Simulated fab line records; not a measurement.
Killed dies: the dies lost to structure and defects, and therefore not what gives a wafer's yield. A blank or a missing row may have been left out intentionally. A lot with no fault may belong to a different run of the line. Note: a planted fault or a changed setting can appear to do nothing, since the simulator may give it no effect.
A struck lot beside a sound one ; flow sky130 ; 17 out of 708 route steps
Sound: the wafers L364.1, L364.4, L364.5. Wafers L370.1, L370.2, L370.5 were the ones struck. The cause comes at the end.
Order at every step that has rows: each side's tool, ch and its chambers, its first start. Under that, the readings that differ: sound wafers ; struck wafers ; difference of the means ; sigmas: that difference in standard deviations of wafers without a fault.
alike: a reading whose means differ by less than 2 such deviations, as well as words and numbers matching on both sides. not compared: withheld readings; readings where some wafer has no value; bounds like >300 that might hide an equal value; numbers whose values overlap and for which the record gives no deviation.
Wherever a step has rows on one side only, a row that says differs or no value, or a row with sigmas, the two part there. Non-overlapping numbers with no deviation appear without sigmas and do not part them. A reading missing from all wafers of one side parts the sides only when that side holds two or more wafers.

SKY_VIA1_CMP_02: polishes SiO2.
  sound on cmp-01 ch 1,3, day 33 07:18; struck on cmp-02 ch 1,3, day 35 21:13
  alike: head pressure psi, motor current A
SKY_VIA1_BOW_MEAS_03:
  sound on film metro-03 at day 33 07:36; struck on film metro-02 at day 35 21:28
  alike: VIA1_BOW
then, 8 steps without rows for these wafers: SKY_VIA1_DEHYDRATE_04 (time 60 s); SKY_VIA1_HMDS_05 (prime time 60 s); SKY_VIA1_COAT_06 (resist thk 60 nm); SKY_VIA1_COAT_07 (resist thk 450 nm); SKY_VIA1_SOFTBAKE_08 (time 90 s); SKY_VIA1_EXPOSE_09 (exposes mask VIM, target cd 150 nm); SKY_VIA1_PEB_10; SKY_VIA1_DEVELOP_11 (develop time 60 s).
SKY_VIA1_CD_MEAS_12: target cd 150 nm.
  sound on cd sem-02 at day 34 11:01; struck on cd sem-02 at day 37 00:09
reading;sound;struck;difference;sigmas
cd nm (nm);147.9 147.6 148.2;152.4 152.5 151.1;+4.1;+3
SKY_VIA1_OVL_MEAS_13:
  sound on overlay-02 at day 34 11:08; struck on overlay-02 at day 37 00:16
  alike: VIA1_OVL
SKY_VIA1_ETCH_14: etches BARC in N2/H2, stops on SiO2, time 45.9 s, target depth 60 nm.
  sound on rie diel-03 ch 0,1,3, day 34 11:10; struck on rie diel-01 ch 0,2,3, day 37 00:19
reading;sound;struck;difference;sigmas
rf fwd power W (W);496.7 498.4 497.6;575.9 575.7 571.9;+76.9;+33
model.KrF-thick_of_VIA1_COAT_07.thk nm (nm);394.4 393.8 394;386.6 384.8 384;-8.9;
  alike: drypump motor current A, oes product au, throttle valve pct
  not compared: rf hours counter h
SKY_VIA1_ETCH_15: etches SiO2 in C4F8/O2/Ar, stops on TiN, target depth 351 nm, time 54 s.
  sound on rie diel-03 ch 0,1,3, day 34 11:13; struck on rie diel-01 ch 0,2,3, day 37 00:21
reading;sound;struck;difference;sigmas
oes product au (a.u.);0.975 0.978 0.973;0.986 0.982 0.993;+0.012;+2
model.KrF-thick_of_VIA1_COAT_07.thk nm (nm);325.1 323.6 325;316.4 314.1 312.2;-10.3;
  alike: rf fwd power W
  not compared: rf hours counter h
SKY_VIA1_STRIP_16: strips in O2/N2.
  sound on plasma asher-04 ch 0,1, day 34 11:16; struck on plasma asher-03 ch 0,1, day 37 00:24
reading;sound;struck;difference;sigmas
strip time to endpoint s (s);4.486 4.469 4.484;4.400 4.372 4.348;-0.106;-4
  alike: drypump motor current A, oes product au
  not compared: rf hours counter h
then, 1 step without rows for these wafers: SKY_VIA1_STRIP_17 (strips in post etch residue remover, time 1200 s).
-- the record jumps here: 11 days lie between the struck wafers' starts before and after (it left off in module VIA1 and takes up again in module PAD_OPEN, whose first step shown is number 708 of the route) --
SKY_PAD_OPEN_PROBE_99:
  sound on prober-01 at day 46 02:47; struck on prober-02 at day 48 02:42
  alike: defect limited yield, killed_at_M0_to_M3, killed_at_M4_up, killed at contacts, killed at front end, killed at other, killed dies, killed open, killed short, sort_bin_3_pad_short, sort_bin_5_function, sort_bin_6_memory, sort n pass, sort yield pct

== WHERE THEY PART ==
Earliest at SKY_VIA1_CD_MEAS_12; latest, in this record, at SKY_VIA1_STRIP_16. Later steps at which nothing parts them and some readings are alike: SKY_PAD_OPEN_PROBE_99.

WHY: whatever the simulator had introduced
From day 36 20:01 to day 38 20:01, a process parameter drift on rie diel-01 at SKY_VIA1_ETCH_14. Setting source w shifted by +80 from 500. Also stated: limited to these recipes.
